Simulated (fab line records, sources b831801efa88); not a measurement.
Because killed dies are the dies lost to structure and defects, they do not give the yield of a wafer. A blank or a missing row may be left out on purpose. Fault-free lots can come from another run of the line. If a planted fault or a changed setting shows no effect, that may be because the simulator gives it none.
Chamber matching	flow sky130	cmp-02 running SKY_CONTACT_CMP_27: 4 sister chambers
The step polishes, stops on SiO2, t overpolish 15 s, target thk 0 nm. 4 wafers are shown with their chamber, then 12 later ones without.

WAFERS WITH THEIR CHAMBER
wafer	chamber	motor-current-A (A)
L090.3	3	10.4
L090.4	1	11.0
L091.2	2	10.0
L091.5	0	9.5

WAFERS WITHOUT THEIR CHAMBER
wafer	motor-current-A (A)
L093.1	10.3
L093.5	10.3
L093.6	10.9
L094.2	9.6
L094.4	9.9
L094.5	10.1
L096.1	9.9
L096.2	10.1
L096.5	10.5
L095.1	10.1
L095.2	10.1
L095.4	10.7

CHAMBER TAKEN BY EACH
wafer	from the rows above	in truth
L093.1	can't be placed: 3 or 2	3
L093.5	can't be placed: 3 or 2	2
L093.6	1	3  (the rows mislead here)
L094.2	0	0
L094.4	2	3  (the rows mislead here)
L094.5	can't be placed: 2 or 3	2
L096.1	2	2
L096.2	can't be placed: 2 or 3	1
L096.5	3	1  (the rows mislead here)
L095.1	can't be placed: 2 or 3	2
L095.2	can't be placed: 2 or 3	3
L095.4	can't be placed: 3 or 1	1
Correctly placed: 2 of 12. Unplaceable from these rows: 7, with the true chamber sitting among the candidates in 6. Placed wrongly: 3.
How it was worked out, from the rows above alone: a wafer's distance from a chamber is the root of the sum, over the readings, of the square of ((its reading less the chamber's mean) divided by the reading's scatter). The wafer belongs to the nearest chamber; if the next one is less than 2 further off, it can't be placed. A chamber's mean is the mean of its shown wafers. The scatter: with one shown wafer a chamber, the root of the mean of the squares of how far each hidden wafer lies from its nearest shown one.
